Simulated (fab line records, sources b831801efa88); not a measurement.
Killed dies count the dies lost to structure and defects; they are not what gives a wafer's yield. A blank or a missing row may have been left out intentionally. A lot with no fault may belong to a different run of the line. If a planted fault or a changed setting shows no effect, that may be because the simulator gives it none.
Comparing a struck lot with a sound one -- flow sky130 -- 17 steps out of a route of 708
Sound: wafers L906.1, L906.4, L906.5. The struck wafers were L911.1, L911.2, L911.4. The cause is given at the end.
For every step that has rows: the tool of each side, followed by ch and its chambers, followed by its first start. Under that, the readings that differ: sound wafers -- struck wafers -- difference of the means -- sigmas: that difference in standard deviations of wafers without a fault.
alike: readings whose means differ by less than 2 such deviations, and words and numbers that are the same on both sides. not compared: withheld readings, readings that some wafer has no value for, bounds like >300 that may hide the same value, and numbers for which the record gives no deviation and whose values overlap.
The two part at a step that has a row with sigmas, a row that says differs or no value, or rows on one side only. Numbers that don't overlap but have no deviation are shown without sigmas and don't part them. A reading that every wafer of one side lacks parts them only if that side has two wafers or more.

first, 5 steps without rows for these wafers: SKY_SD_N_COAT_02 (resist thk 1140 nm); SKY_SD_N_SOFTBAKE_03 (time 60 s); SKY_SD_N_EXPOSE_04 (exposes mask NSDM, target cd 380 nm); SKY_SD_N_PEB_05; SKY_SD_N_DEVELOP_06 (develop time 60 s).
SKY_SD_N_CD_MEAS_07: target cd 380 nm.
  sound on cd-sem-02, day 31 21:26; struck on cd-sem-02, day 33 18:44
  alike: cd-nm
SKY_SD_N_OVL_MEAS_08:
  sound on overlay-01, day 31 21:34; struck on overlay-02, day 33 18:52
  alike: SD_N_OVL
then, 2 steps without rows for these wafers: SKY_SD_N_IMPLANT_09; SKY_SD_N_IMPLANT_10.
SKY_SD_N_STRIP_11: strips in O2/N2.
  sound on plasma-asher-01 ch 0,1, day 31 21:53; struck on plasma-asher-04 ch 0,1, day 33 19:11
  alike: drypump-motor-current-A, oes-product-au, strip-time-to-endpoint-s
  not compared: rf-hours-counter-h
SKY_SD_N_TW_MEAS_12:
  sound on film-metro-04, day 31 21:59; struck on film-metro-03, day 33 19:17
  alike: SD_N_TW
then, 1 step without rows for these wafers: SKY_SD_N_CLEAN_13 (cleans in SC1/SC2, time 150 s).
SKY_SD_N_RTA_14: time 2 s.
  sound on rtp-anneal-02 ch 0, day 31 22:06; struck on rtp-anneal-02 ch 0, day 33 19:24
reading,sound,struck,difference,sigmas
lamp-power-pct (%),15.68 15.70 15.73,15.10 15.14 15.13,-0.58,-10
  alike: anneal-temp-c-max, wafer_temp_C_max
SKY_SD_N_RS_MEAS_16: measures by four-point-probe.
  sound on film-metro-04, day 31 22:17; struck on film-metro-04, day 33 19:35
reading,sound,struck,difference,sigmas
SD_N_RS (ohm/sq),68.61 68.66 68.63,71.27 71.28 71.03,+2.56,+23
SKY_SD_N_RS_MEAS_17: measures by four-point-probe.
  sound on film-metro-04, day 31 22:24; struck on film-metro-04, day 33 19:42
reading,sound,struck,difference,sigmas
SD_P_RS (ohm/sq),147.1 147.1 146.7,161.9 162.5 161.8,+15.1,+37
SKY_SD_N_RS_MEAS_18: measures by four-point-probe.
  sound on film-metro-04, day 31 22:31; struck on film-metro-04, day 33 19:49
  alike: RES_XHIGH_RS
-- record jumps: 16 days separate the struck wafers' starts on either side; left off in module SD_N, taken up again in module PAD_OPEN, whose first shown step is the route's number 708 --
SKY_PAD_OPEN_PROBE_99:
  sound on prober-01, day 48 22:39; struck on prober-02, day 50 07:10
reading,sound,struck,difference,sigmas
model.etest.res-xhigh-po.line-ohm-um,6024 5844 5762,6632 6703 6865,+857,
model.etest.res-xhigh-po.rs-ohm-sq,2136 2022 2021,2335 2368 2413,+312,
model.etest.pfet_01v8.r-on-ohm-um,2877 2879 2886,3127 3136 3069,+230,
model.etest.tip-p.rs-ohm-sq,6870 6956 6942,7076 7008 7068,+128,
model.etest.res-pdiff.line-ohm-um,1338 1405 1379,1532 1554 1548,+171,
model.etest.res-high-po.line-ohm-um,755.9 765.6 746.3,839.8 850.5 875,+99.2,
model.etest.licon-high-po.rc-ohm,350.6 356.1 361,447.1 434.6 484.5,+99.5,
model.etest.licon-pdiff.rc-ohm,585.4 586.4 604.9,628.5 623.4 633.7,+36.3,
  alike: killed_at_M0_to_M3, killed_at_M4_up, killed-at-contacts, killed-at-front-end, killed-at-other, killed-dies, killed-open, killed-short

== WHERE THEY PART ==
Last at SKY_SD_N_RS_MEAS_17 as far as this record goes, first at SKY_SD_N_RTA_14. Later steps at which nothing parts them and some readings are alike: SKY_SD_N_RS_MEAS_18, SKY_PAD_OPEN_PROBE_99.

WHY: what the simulator had put in
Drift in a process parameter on rtp-anneal-02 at SKY_SD_N_RTA_14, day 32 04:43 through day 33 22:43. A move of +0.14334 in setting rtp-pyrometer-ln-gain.
